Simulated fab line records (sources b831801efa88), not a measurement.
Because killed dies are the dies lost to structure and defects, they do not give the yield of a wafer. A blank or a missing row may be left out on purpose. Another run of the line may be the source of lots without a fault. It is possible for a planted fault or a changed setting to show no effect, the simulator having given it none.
Comparing a struck lot with a sound one | flow sfq_line | 20 out of 325 route steps
Sound: the wafers L652.1, L652.5, L652.6. The struck wafers were L660.2, L660.3, L660.5. Last of all comes the cause.
Each step with rows lists, per side, the tool, then ch with its chambers, then its first start. Under that, the readings that differ: sound wafers | struck wafers | difference of the means | sigmas: that difference in standard deviations of wafers without a fault.
alike: same words and numbers on both sides, and readings whose means sit less than 2 such deviations apart. not compared: any withheld reading, any reading some wafer has no value for, any bound like >300 that may hide the same value, and any number with overlapping values for which the record gives no deviation.
A row with sigmas, a row that says differs or no value, or rows on one side alone: a step with any of these is where the two part. Non-overlapping numbers with no deviation appear without sigmas and do not part them. A reading that every wafer of one side lacks parts them only if that side has two wafers or more.

first, 3 steps without rows for these wafers: SFQ_TRILAYER_I3_VIA_LITHO_EXPOSE_086 (exposes mask I3, target cd 500 nm); SFQ_TRILAYER_I3_VIA_LITHO_PEB_088 (peb time 60 s); SFQ_TRILAYER_I3_VIA_LITHO_DEVELOP_087 (time 60 s).
SFQ_I3_OVL_MEAS_923:
  sound: overlay-02 at day 35 16:36; struck: overlay-02 at day 39 10:58
  reading     | sound  | struck     | difference | sigmas
  I3_OVL (nm) | 7 7 -4 | -14 -8 -10 | -14        | -2
SFQ_TRILAYER_I3_VIA_BARC_OPEN_VIA_ETCH_121: etches BARC in O2, target depth 125 nm, time 41.7 s.
  sound on rie_diel-02 ch 0,1, day 35 16:38; struck on rie_diel-03 ch 0,2,3, day 39 10:59
  alike: drypump_motor_current_A, oes_product_au, rf_fwd_power_W
  not compared: rf_hours_counter_h
SFQ_TRILAYER_I3_VIA_ETCH_VIA_ETCH_088: etches SiO2 in CHF3, stops on Nb, target depth 260 nm.
  sound on rie_diel-02 ch 0,1, day 35 16:41; struck on rie_diel-03 ch 0,2,3, day 39 11:02
  alike: drypump_motor_current_A, oes_product_au, rf_fwd_power_W
SFQ_TRILAYER_I3_VIA_STRIP_STRIP_089: strips in O2.
  sound on rie_metal-02 ch 0,1, day 35 16:47; struck on rie_metal-03 ch 0, day 39 11:09
  alike: drypump_motor_current_A, oes_product_au
  not compared: rf_hours_counter_h
then, 2 steps without rows for these wafers: SFQ_TRILAYER_I3_VIA_STRIP_SOLV_CLEAN_090 (cleans in NMP, time 600 s); SFQ_TRILAYER_M4_DEP_PRE_CLEAN_092 (time 22.5 s).
SFQ_TRILAYER_M4_DEP_SPUTTER_091: material Nb, target thk 200 nm, time 133.3 s.
  sound: pvd_sputter-03 at day 35 17:49; struck: pvd_sputter-05 at day 39 11:57
  alike: throttle_valve_pct
SFQ_M4_RS_MEAS_924: a four-point-probe measurement.
  sound: film_metro-02 at day 35 17:54; struck: film_metro-01 at day 39 12:04
  alike: M4_NB_RS
SFQ_TRILAYER_M4_LITHO_COAT_098: resist thk 62 nm.
  sound on litho_track-01 ch 0, day 35 18:05; struck on litho_track-02 ch 0, day 39 12:16
  reading                                              | sound             | struck            | difference | sigmas
  model.BARC_of_TRILAYER_M4_LITHO_COAT_098.thk_nm (nm) | 61.91 61.88 62.06 | 65.58 65.64 65.76 | +3.71      |
then, 5 steps without rows for these wafers: SFQ_TRILAYER_M4_LITHO_COAT_093 (resist thk 600 nm); SFQ_TRILAYER_M4_LITHO_SOFTBAKE_097; SFQ_TRILAYER_M4_LITHO_EXPOSE_094 (exposes mask M4, target cd 500 nm); SFQ_TRILAYER_M4_LITHO_PEB_096 (peb time 60 s); SFQ_TRILAYER_M4_LITHO_DEVELOP_095 (time 60 s).
SFQ_M4_OVL_MEAS_926:
  sound: overlay-01 at day 35 21:23; struck: overlay-02 at day 39 16:51
  alike: M4_OVL
SFQ_TRILAYER_M4_BARC_OPEN_METAL_ETCH_123: etches BARC in O2, target depth 125 nm, time 41.7 s.
  sound on rie_metal-02 ch 1, day 35 21:25; struck on rie_metal-04 ch 0, day 39 16:53
  reading                  | sound             | struck            | difference | sigmas
  oes_product_au (a.u.)    | 0.683 0.679 0.693 | 0.703 0.704 0.711 | +0.021     | +4
  model.etch.depth_nm (nm) | 61.91 61.88 62.06 | 65.58 65.64 65.76 | +3.71      |
  alike: drypump_motor_current_A, rf_fwd_power_W
  not compared: rf_hours_counter_h
SFQ_TRILAYER_M4_ETCH_METAL_ETCH_096: etches Nb in Cl2/Ar, stops on SiO2, target depth 240 nm, time 120 s.
  sound on rie_metal-02 ch 1, day 35 21:32; struck on rie_metal-04 ch 0, day 39 16:56
  alike: drypump_motor_current_A, oes_product_au, rf_fwd_power_W
  not compared: rf_hours_counter_h

== WHERE THEY PART ==
Last at SFQ_TRILAYER_M4_BARC_OPEN_METAL_ETCH_123 as far as this record goes, first at SFQ_I3_OVL_MEAS_923. Later steps at which nothing parts them and some readings are alike: SFQ_TRILAYER_M4_ETCH_METAL_ETCH_096.

WHY: whatever the simulator had introduced
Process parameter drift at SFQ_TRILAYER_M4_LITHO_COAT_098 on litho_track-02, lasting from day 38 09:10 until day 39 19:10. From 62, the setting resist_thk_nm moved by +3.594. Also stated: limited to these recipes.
